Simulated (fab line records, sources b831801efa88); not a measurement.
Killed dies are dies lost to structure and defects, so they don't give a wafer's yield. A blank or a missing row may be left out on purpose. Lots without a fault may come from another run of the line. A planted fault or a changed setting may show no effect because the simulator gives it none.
fab line records | flow gf180mcu
record lots=24 wafers=72 last_day=34
route steps=602 shown V4@478 MIM@512 V5@555 TOP_METAL@571
lots that met no fault: from a run of the same line without faults
start_h: hours from the record's first day to the start of the lot's first wafer shown | wait_h: hours since the lot's step before | " the same as in the row above | L1.1+2: a row that stands for several wafers | - no value, or no start given | * or withheld: withheld | < > ~ a bound
route shown NAME@n: a module of which the file shows steps, and the number in the route of the first | usual: mean/standard deviation of fault-free wafers | same: alike in all rows | chamber/n: place in a boat | sites: the reading at each site | _std_site: their standard deviation | _edge_site: outer sites' mean less inner sites' | radius_mm: how far each site lies from the wafer's centre | mask NAME#n: copy n | behind: the tool/chamber that last shaped the wafer | hold: why the lot was held/for how many hours/how that ended | device: the transistor (n, p or np) that didn't switch | end of line: the same wafers' tests at the end of the route | a step without rows: its recipe alone | killed: dies lost to structure and defects at the first sort, not the wafer's yield | map: a wafer's dies, x killed, . not, _ none there
set.NAME: the setting as run; set.NAME@STEP: as run at that earlier step | model.NAME: the simulator's own value behind a step, which no gauge read
steps of the route over a sample of lots; a table a step, a row a wafer
services: from which hour (start_h, from the record's first day; less than 0 if before it) a tool's chamber was out of use, for how many hours, and why
## steps
# step GF_V4_CVD_02
# recipe material=SiO2 target_thk_nm=850 precursor=TEOS temp_c=400 time_s=94.851 rf_w=600
# usual heater_power_w=657/93
# columns lot.wafer tool chamber start_h wait_h heater_power_w since_wet_clean_h
L074.2 pecvd-04 1 537.79 0.0 768 571
L074.3 " 0 " " 649 571
L074.6 " 1 " " 819 -
L075.1 pecvd-02 1 543.09 0.1 656 368
L075.2 " 2 " " 607 368
L075.3 " 0 " " 705 368
L076.2 pecvd-02 0 557.07 0.0 639 382
L076.3 " 2 " " 603 382
L076.6 " 2 " " 479 -
L077.4 pecvd-04 2 564.37 0.1 550 -
L077.5 " 1 " " 682 -
L077.6 " 0 " " 517 -
L078.1 pecvd-02 1 571.73 0.1 662 397
L078.2 " 2 " " 621 397
L078.5 " 0 " " 742 -
L079.1 pecvd-04 2 589.30 0.1 620 623
L079.3 " 0 " " 666 623
L079.5 " 1 " " 811 -
L080.2 pecvd-04 0 595.02 0.0 577 629
L080.4 " 0 " " 620 -
L080.5 " 2 " " 546 -
L081.1 pecvd-04 2 597.14 0.1 572 631
L081.2 " 1 " " 754 631
L081.6 " 1 " " 797 -
L082.2 pecvd-04 0 607.36 0.0 615 641
L082.4 " 1 " " 679 -
L082.6 " 0 " " 650 -
L083.3 pecvd-04 1 611.48 0.0 852 645
L083.4 " 2 " " 535 -
L083.6 " 0 " " 678 -
L084.2 pecvd-04 0 621.79 0.0 574 655
L084.4 " 2 " " 553 -
L084.6 " 1 " " 849 -
L085.1 pecvd-04 0 626.68 0.1 600 660
L085.3 " 0 " " 631 -
L085.6 " 0 " " 655 -
L086.1 pecvd-01 0 631.61 0.1 627 27
L086.4 " 1 " " 499 -
L086.5 " 2 " " 547 -
L087.2 pecvd-02 1 648.22 0.0 621 474
L087.4 " 0 " " 768 -
L087.6 " 2 " " 480 -
L088.2 pecvd-02 1 651.56 0.0 649 477
L088.4 " 1 " " 673 -
L088.5 " 2 " " 610 -
L089.1 pecvd-02 2 657.38 0.1 497 483
L089.2 " 1 " " 723 483
L089.5 " 1 " " 579 -
L090.3 pecvd-01 2 662.15 0.0 614 57
L090.5 " 0 " " 612 -
L090.6 " 1 " " 542 -
L091.1 pecvd-04 2 672.68 0.1 563 706
L091.2 " 0 " " 602 706
L091.3 " 1 " " 810 706
L092.1 pecvd-04 1 683.98 0.1 777 718
L092.3 " 0 " " 620 718
L092.5 " 2 " " 620 -
L093.1 pecvd-04 0 690.13 0.1 539 724
L093.3 " 1 " " 715 724
L093.5 " 0 " " 594 -
L094.2 pecvd-04 1 696.62 0.0 745 730
L094.4 " 2 " " 648 -
L094.5 " 0 " " 528 -
L095.2 pecvd-04 1 699.17 0.0 835 733
L095.3 " 2 " " 653 733
L095.5 " 2 " " 685 -
L097.1 pecvd-04 2 711.78 0.1 680 745
L097.3 " 0 " " 588 745
L097.4 " 1 " " 771 -
L096.1 pecvd-02 1 714.27 0.1 734 540
L096.3 " 0 " " 705 540
L096.5 " 0 " " 726 -
# step GF_V4_RS_MEAS_24
# recipe thk_meas_gauge=four-point-probe reads=W_of_V4_CVD_23+TiN_of_V4_SPUTTER_22+Ti_of_V4_SPUTTER_21
# usual V4_W_RS=0.329/0.0034
# columns lot.wafer tool chamber start_h wait_h V4_W_RS[ohm/sq]
L074.2 film_metro-01 - 562.05 0.1 0.326
L074.3 " - " " 0.327
L074.6 " - " " 0.324
L075.1 film_metro-04 - 566.58 0.1 0.328
L075.2 " - " " 0.330
L075.3 " - " " 0.328
L076.2 film_metro-01 - 581.11 0.1 0.327
L076.3 " - " " 0.326
L076.6 " - " " 0.333
L077.4 film_metro-01 - 588.01 0.1 0.334
L077.5 " - " " 0.330
L077.6 " - " " 0.340
L078.1 film_metro-02 - 595.04 0.1 0.327
L078.2 " - " " 0.335
L078.5 " - " " 0.331
L079.1 film_metro-04 - 611.68 0.1 0.331
L079.3 " - " " 0.332
L079.5 " - " " 0.331
L080.2 film_metro-01 - 617.69 0.1 0.327
L080.4 " - " " 0.332
L080.5 " - " " 0.329
L081.1 film_metro-04 - 619.96 0.1 0.324
L081.2 " - " " 0.329
L081.6 " - " " 0.326
L082.2 film_metro-02 - 629.34 0.1 0.324
L082.4 " - " " 0.329
L082.6 " - " " 0.330
L083.3 film_metro-01 - 633.92 0.1 0.334
L083.4 " - " " 0.332
L083.6 " - " " 0.333
L084.2 film_metro-02 - 643.53 0.2 0.331
L084.4 " - " " 0.328
L084.6 " - " " 0.326
L085.1 film_metro-01 - 648.02 0.1 0.328
L085.3 " - " " 0.328
L085.6 " - " " 0.329
L086.1 film_metro-02 - 653.12 0.1 0.325
L086.4 " - " " 0.327
L086.5 " - " " 0.326
L087.2 film_metro-02 - 669.61 0.1 0.329
L087.4 " - " " 0.325
L087.6 " - " " 0.331
L088.2 film_metro-02 - 672.65 0.1 0.328
L088.4 " - " " 0.330
L088.5 " - " " 0.333
L089.1 film_metro-01 - 678.42 0.1 0.327
L089.2 " - " " 0.333
L089.5 " - " " 0.328
L090.3 film_metro-04 - 682.54 0.1 0.331
L090.5 " - " " 0.328
L090.6 " - " " 0.331
L091.1 film_metro-01 - 692.52 0.1 0.332
L091.2 " - " " 0.333
L091.3 " - " " 0.334
L092.1 film_metro-01 - 704.45 0.1 0.322
L092.3 " - " " 0.321
L092.5 " - " " 0.328
L093.1 film_metro-01 - 710.08 0.1 0.325
L093.3 " - " " 0.324
L093.5 " - " " 0.328
L094.2 film_metro-01 - 716.35 0.1 0.329
L094.4 " - " " 0.325
L094.5 " - " " 0.327
L095.2 film_metro-02 - 718.69 0.1 0.323
L095.3 " - " " 0.326
L095.5 " - " " 0.328
L097.1 film_metro-02 - 731.94 0.1 0.327
L097.3 " - " " 0.329
L097.4 " - " " 0.327
L096.1 film_metro-02 - 733.22 0.1 0.330
L096.3 " - " " 0.323
L096.5 " - " " 0.325
# step GF_MIM_SPUTTER_09
# recipe material=TiN target_thk_nm=35 power_w=6500 time_s=29.2 chamber_pressure_pa=0.4
# usual cathode_dc_power_W=6500.0/1.2 throttle_valve_pct=30.0/1.1
# columns lot.wafer tool chamber start_h wait_h cathode_dc_power_W throttle_valve_pct
L074.2 pvd_sputter-02 - 562.89 0.0 6501.8 32.3
L074.3 " - " " 6499.7 30.6
L074.6 " - " " 6502.4 30.0
L075.1 pvd_sputter-04 - 567.44 0.0 6500.0 29.3
L075.2 " - " " 6499.6 29.6
L075.3 " - " " 6500.6 28.7
L076.2 pvd_sputter-03 - 581.95 0.0 6499.6 30.7
L076.3 " - " " 6500.2 30.3
L076.6 " - " " 6499.6 29.3
L077.4 pvd_sputter-03 - 588.81 0.0 6501.1 30.9
L077.5 " - " " 6498.4 29.4
L077.6 " - " " 6500.9 28.8
L078.1 pvd_sputter-04 - 595.90 0.0 6499.8 28.9
L078.2 " - " " 6501.0 29.3
L078.5 " - " " 6501.0 28.7
L079.1 pvd_sputter-03 - 612.54 0.0 6501.9 30.5
L079.3 " - " " 6497.7 30.5
L079.5 " - " " 6500.7 29.2
L080.2 pvd_sputter-03 - 618.53 0.0 6501.2 28.9
L080.4 " - " " 6500.7 29.2
L080.5 " - " " 6499.8 28.9
L081.1 pvd_sputter-04 - 620.82 0.0 6499.4 29.1
L081.2 " - " " 6500.5 30.0
L081.6 " - " " 6501.5 28.3
L082.2 pvd_sputter-04 - 630.36 0.0 6499.6 31.1
L082.4 " - " " 6499.8 29.4
L082.6 " - " " 6498.0 28.6
L083.3 pvd_sputter-04 - 634.74 0.0 6500.6 28.6
L083.4 " - " " 6499.1 29.8
L083.6 " - " " 6500.2 28.4
L084.2 pvd_sputter-02 - 644.37 0.0 6500.0 32.6
L084.4 " - " " 6500.1 32.5
L084.6 " - " " 6500.4 30.8
L085.1 pvd_sputter-02 - 648.88 0.0 6499.8 30.0
L085.3 " - " " 6499.6 32.4
L085.6 " - " " 6501.6 32.5
L086.1 pvd_sputter-03 - 654.05 0.0 6500.0 29.2
L086.4 " - " " 6499.8 29.4
L086.5 " - " " 6498.6 29.1
L087.2 pvd_sputter-02 - 670.51 0.0 6500.3 30.5
L087.4 " - " " 6502.2 32.7
L087.6 " - " " 6499.2 32.8
L088.2 pvd_sputter-04 - 673.49 0.0 6503.3 29.5
L088.4 " - " " 6501.0 29.6
L088.5 " - " " 6498.3 30.8
L089.1 pvd_sputter-02 - 679.28 0.0 6498.4 30.7
L089.2 " - " " 6499.9 29.8
L089.5 " - " " 6498.8 32.5
L090.3 pvd_sputter-03 - 683.36 0.0 6499.3 29.1
L090.5 " - " " 6499.7 30.5
L090.6 " - " " 6502.0 30.4
L091.1 pvd_sputter-03 - 693.38 0.0 6497.9 28.9
L091.2 " - " " 6500.4 29.0
L091.3 " - " " 6501.3 30.4
L092.1 pvd_sputter-04 - 705.33 0.0 6499.3 29.4
L092.3 " - " " 6498.0 30.9
L092.5 " - " " 6501.3 29.3
L093.1 pvd_sputter-02 - 710.94 0.0 6501.7 32.5
L093.3 " - " " 6501.2 29.7
L093.5 " - " " 6498.9 30.0
L094.2 pvd_sputter-04 - 717.19 0.0 6500.3 29.5
L094.4 " - " " 6499.5 31.0
L094.5 " - " " 6498.6 29.4
L095.2 pvd_sputter-02 - 719.53 0.0 6500.2 32.7
L095.3 " - " " 6501.0 29.7
L095.5 " - " " 6499.9 30.8
L097.1 pvd_sputter-02 - 732.80 0.0 6499.5 32.6
L097.3 " - " " 6498.3 30.8
L097.4 " - " " 6502.0 29.8
L096.1 pvd_sputter-04 - 734.08 0.0 6500.7 28.5
L096.3 " - " " 6500.8 29.4
L096.5 " - " " 6500.6 31.3
# step GF_V5_OVL_MEAS_15
# usual V5_OVL=4/6
# columns lot.wafer tool chamber start_h wait_h V5_OVL[nm]
L074.2 overlay-01 - 627.66 0.1 2
L074.3 " - " " 12
L074.6 " - " " -1
L075.1 overlay-01 - 633.60 0.1 6
L075.2 " - " " 2
L075.3 " - " " 1
L076.2 overlay-01 - 645.16 0.1 3
L076.3 " - " " 12
L076.6 " - " " -1
L077.4 overlay-02 - 651.97 0.1 2
L077.5 " - " " 14
L077.6 " - " " 9
L078.1 overlay-02 - 658.33 0.1 0
L078.2 " - " " -4
L078.5 " - " " 2
L079.1 overlay-02 - 674.96 0.1 6
L079.3 " - " " 6
L079.5 " - " " 3
L080.2 overlay-01 - 679.31 0.1 7
L080.4 " - " " 3
L080.5 " - " " 6
L081.1 overlay-02 - 681.41 0.1 12
L081.2 " - " " 0
L081.6 " - " " -1
L082.2 overlay-02 - 690.81 0.1 3
L082.4 " - " " -2
L082.6 " - " " 10
L083.3 overlay-02 - 695.37 0.1 9
L083.4 " - " " 2
L083.6 " - " " 4
L084.2 overlay-02 - 703.89 0.1 7
L084.4 " - " " 1
L084.6 " - " " 10
L085.1 overlay-01 - 707.90 0.1 11
L085.3 " - " " 7
L085.6 " - " " -1
L086.1 overlay-02 - 712.98 0.1 3
L086.4 " - " " 5
L086.5 " - " " -5
L087.2 overlay-02 - 729.04 0.1 0
L087.4 " - " " 1
L087.6 " - " " 0
L088.2 overlay-01 - 730.67 0.1 2
L088.4 " - " " 0
L088.5 " - " " 11
L089.1 overlay-01 - 734.91 0.1 6
L089.2 " - " " -3
L089.5 " - " " 12
L090.3 overlay-01 - 738.46 0.1 3
L090.5 " - " " -1
L090.6 " - " " 8
L091.1 overlay-02 - 748.86 0.1 -1
L091.2 " - " " 4
L091.3 " - " " -5
L092.1 overlay-01 - 757.35 0.1 13
L092.3 " - " " 8
L092.5 " - " " 6
L093.1 overlay-02 - 762.81 0.1 3
L093.3 " - " " 5
L093.5 " - " " 11
L094.2 overlay-01 - 769.92 0.1 -1
L094.4 " - " " 4
L094.5 " - " " 8
L095.2 overlay-02 - 773.29 0.1 1
L095.3 " - " " 4
L095.5 " - " " 11
L097.1 overlay-01 - 783.75 0.1 -13
L097.3 " - " " -5
L097.4 " - " " -2
L096.1 overlay-02 - 785.40 0.1 5
L096.3 " - " " 1
L096.5 " - " " -5
# step GF_V5_CMP_26
# recipe stop_on=SiO2 down_force_psi=3.5 platen_rpm=60 t_overpolish_s=15 target_thk_nm=0 pad_velocity_m_s=0.94248
# usual motor_current_A=11.4/0.92 overpolish_run_s=14.999/0.0087 time_to_endpoint_s=82/3.9
# same t_overpolish_s=15
# columns lot.wafer tool chamber start_h wait_h motor_current_A overpolish_run_s time_to_endpoint_s
L074.2 cmp-02 3 628.91 0.1 11.5 14.996 82
L074.3 " 0 " " 11.5 14.984 87
L074.6 " 3 " " 11.4 15.001 84
L075.3 cmp-02 3 634.77 0.1 11.5 15.012 86
L075.2 " 0 " " 11.8 15.011 91
L075.1 " 1 " " 10.8 14.992 84
L076.2 cmp-01 1 646.43 0.1 10.0 15.008 85
L076.3 " 2 " " 11.1 15.001 83
L076.6 " 1 " " 10.2 14.994 86
L077.4 cmp-01 1 653.12 0.1 10.5 15.010 81
L077.5 " 0 " " 13.9 14.995 73
L077.6 " 1 " " 10.8 14.989 80
L078.1 cmp-01 2 659.53 0.1 12.0 15.006 86
L078.2 " 3 " " 10.0 14.990 86
L078.5 " 2 " " 12.4 15.007 85
L079.1 cmp-02 3 676.12 0.1 11.3 15.000 83
L079.3 " 2 " " 10.9 14.994 75
L079.5 " 3 " " 11.1 14.992 82
L080.2 cmp-02 3 680.46 0.0 11.9 14.991 80
L080.4 " 1 " " 11.2 15.016 79
L080.5 " 0 " " 11.5 14.986 83
L081.2 cmp-02 3 682.56 0.0 12.2 14.990 82
L081.1 " 0 " " 11.6 14.993 83
L081.6 " 3 " " 11.5 15.005 82
L082.2 cmp-01 2 692.22 0.3 12.3 14.999 87
L082.4 " 3 " " 9.9 15.001 88
L082.6 " 0 " " 13.7 15.000 76
L083.4 cmp-02 1 696.51 0.0 11.1 15.011 81
L083.3 " 2 " " 11.7 14.990 77
L083.6 " 2 " " 11.1 14.999 79
L084.4 cmp-01 1 705.03 0.0 10.4 14.994 82
L084.2 " 0 " " 13.4 14.993 73
L084.6 " 1 " " 10.4 14.994 82
L085.1 cmp-02 0 709.02 0.1 12.0 14.993 86
L085.3 " 1 " " 10.6 14.996 81
L085.6 " 1 " " 10.7 15.002 80
L086.1 cmp-01 3 714.13 0.1 9.3 14.989 87
L086.4 " 0 " " 13.3 14.986 81
L086.5 " 0 " " 12.6 15.003 79
L087.2 cmp-02 2 730.25 0.1 11.3 14.994 79
L087.4 " 3 " " 11.7 15.016 83
L087.6 " 1 " " 10.8 15.001 80
L088.2 cmp-02 1 731.87 0.1 10.9 14.999 78
L088.4 " 3 " " 11.6 15.006 82
L088.5 " 1 " " 11.0 15.008 79
L089.2 cmp-02 0 736.03 0.0 11.7 15.008 89
L089.1 " 1 " " 10.3 14.990 83
L089.5 " 0 " " 11.2 14.998 88
L090.3 cmp-01 1 739.73 0.2 10.4 14.995 84
L090.5 " 2 " " 12.2 15.001 84
L090.6 " 3 " " 10.1 14.995 84
L091.3 cmp-01 3 750.02 0.0 10.0 14.987 79
L091.1 " 0 " " 13.1 15.002 77
L091.2 " 2 " " 12.2 15.008 83
L092.3 cmp-02 1 758.51 0.0 11.4 15.003 79
L092.1 " 0 " " 11.5 15.013 83
L092.5 " 2 " " 11.1 15.006 76
L093.3 cmp-02 0 763.97 0.1 11.5 14.999 76
L093.1 " 2 " " 11.0 14.985 75
L093.5 " 3 " " 11.9 15.015 81
L094.4 cmp-02 0 771.04 0.0 11.6 15.006 87
L094.2 " 3 " " 11.8 15.005 83
L094.5 " 0 " " 12.0 15.001 87
L095.2 cmp-02 1 774.49 0.1 11.1 15.009 80
L095.3 " 3 " " 11.6 14.990 82
L095.5 " 0 " " 10.7 14.993 84
L097.4 cmp-01 3 784.90 0.0 9.7 15.009 90
L097.1 " 1 " " 10.3 15.004 87
L097.3 " 2 " " 11.9 15.000 86
L096.3 cmp-02 1 787.00 0.4 10.5 15.006 84
L096.1 " 0 " " 11.7 14.997 84
L096.5 " 1 " " 10.8 14.990 81
# step GF_TOP_METAL_SPUTTER_04
# recipe material=TiN target_thk_nm=25 power_w=6500 time_s=20.8 chamber_pressure_pa=0.4
# usual cathode_dc_power_W=6500.1/1.3 throttle_valve_pct=30.3/0.91
# columns lot.wafer tool chamber start_h wait_h cathode_dc_power_W throttle_valve_pct
L074.2 pvd_sputter-03 - 629.35 0.0 6502.0 28.9
L074.3 " - " " 6501.8 31.0
L074.6 " - " " 6502.7 30.2
L075.1 pvd_sputter-02 - 635.21 0.0 6502.7 30.2
L075.2 " - " " 6500.4 30.0
L075.3 " - " " 6500.5 32.2
L076.2 pvd_sputter-02 - 646.87 0.0 6501.7 32.3
L076.3 " - " " 6500.5 29.8
L076.6 " - " " 6500.0 29.9
L077.4 pvd_sputter-03 - 653.57 0.0 6500.7 29.2
L077.5 " - " " 6499.8 30.6
L077.6 " - " " 6499.3 28.8
L078.1 pvd_sputter-01 - 659.97 0.0 6501.2 30.6
L078.2 " - " " 6501.6 31.1
L078.5 " - " " 6499.2 29.9
L079.1 pvd_sputter-03 - 676.61 0.0 6501.3 30.8
L079.3 " - " " 6498.2 30.0
L079.5 " - " " 6501.0 30.4
L080.2 pvd_sputter-01 - 680.95 0.0 6499.4 30.4
L080.4 " - " " 6500.9 31.0
L080.5 " - " " 6502.2 30.4
L081.1 pvd_sputter-01 - 683.06 0.0 6498.6 30.6
L081.2 " - " " 6501.1 30.1
L081.6 " - " " 6500.2 30.8
L082.2 pvd_sputter-03 - 692.62 0.0 6503.7 29.5
L082.4 " - " " 6498.4 30.5
L082.6 " - " " 6499.7 29.5
L083.3 pvd_sputter-03 - 697.01 0.0 6499.8 30.7
L083.4 " - " " 6499.4 28.8
L083.6 " - " " 6499.4 29.4
L084.2 pvd_sputter-01 - 705.52 0.0 6500.9 30.2
L084.4 " - " " 6497.8 30.6
L084.6 " - " " 6498.8 29.2
L085.1 pvd_sputter-03 - 709.51 0.0 6502.3 30.3
L085.3 " - " " 6497.0 30.8
L085.6 " - " " 6500.2 30.9
L086.1 pvd_sputter-03 - 714.62 0.0 6498.8 29.6
L086.4 " - " " 6500.9 30.4
L086.5 " - " " 6500.5 30.9
L087.2 pvd_sputter-01 - 730.65 0.0 6500.6 30.6
L087.4 " - " " 6500.4 30.9
L087.6 " - " " 6501.0 30.9
L088.2 pvd_sputter-01 - 732.31 0.0 6499.4 31.1
L088.4 " - " " 6499.5 30.8
L088.5 " - " " 6501.2 29.6
L089.1 pvd_sputter-02 - 736.53 0.0 6500.1 29.8
L089.2 " - " " 6500.3 30.0
L089.5 " - " " 6500.7 30.4
L090.3 pvd_sputter-02 - 740.07 0.0 6500.9 29.9
L090.5 " - " " 6500.5 30.6
L090.6 " - " " 6498.0 30.2
L091.1 pvd_sputter-02 - 750.52 0.0 6499.2 32.5
L091.2 " - " " 6499.6 30.5
L091.3 " - " " 6499.4 29.9
L092.1 pvd_sputter-01 - 759.00 0.0 6500.0 30.4
L092.3 " - " " 6501.1 30.7
L092.5 " - " " 6498.6 30.6
L093.1 pvd_sputter-02 - 764.42 0.0 6499.6 32.6
L093.3 " - " " 6500.1 30.0
L093.5 " - " " 6500.7 32.5
L094.2 pvd_sputter-01 - 771.54 0.0 6501.5 31.3
L094.4 " - " " 6502.0 30.0
L094.5 " - " " 6500.8 30.3
L095.2 pvd_sputter-03 - 774.93 0.0 6501.0 30.9
L095.3 " - " " 6501.0 28.8
L095.5 " - " " 6497.4 30.4
L097.1 pvd_sputter-02 - 785.39 0.0 6499.9 29.9
L097.3 " - " " 6499.6 30.7
L097.4 " - " " 6498.0 32.5
L096.1 pvd_sputter-02 - 787.49 0.0 6499.1 29.9
L096.3 " - " " 6501.9 30.4
L096.5 " - " " 6500.4 30.6
## services
# columns tool chamber start_h hours kind
cmp-01 - 533.07 3.1 repair
cmp-01 - 542.79 6.9 pm
pvd_sputter-04 - 543.65 1.7 repair
cmp-01 - 554.68 2.5 repair
pecvd-04 - 557.59 0.5 repair
cmp-02 - 572.04 4.0 pm
cmp-01 - 584.73 0.4 repair
pvd_sputter-02 - 592.74 2.0 repair
cmp-02 - 603.09 0.8 repair
cmp-02 - 603.60 2.5 repair
pecvd-04 2 625.68 27.7 repair
pvd_sputter-03 - 634.51 2.5 repair
pvd_sputter-04 - 635.54 5.4 repair
cmp-02 - 664.20 0.4 repair
pecvd-04 1 713.54 14.8 repair
cmp-01 - 721.27 1.6 repair
cmp-02 - 724.98 0.7 repair
cmp-01 - 729.60 1.8 repair
cmp-01 - 744.09 4.0 pm
cmp-02 - 748.33 7.0 pm
cmp-01 - 755.46 4.1 pm
cmp-01 - 775.06 0.6 repair
pvd_sputter-02 - 775.93 1.1 repair
cmp-01 - 785.40 7.5 repair
## key
fault none
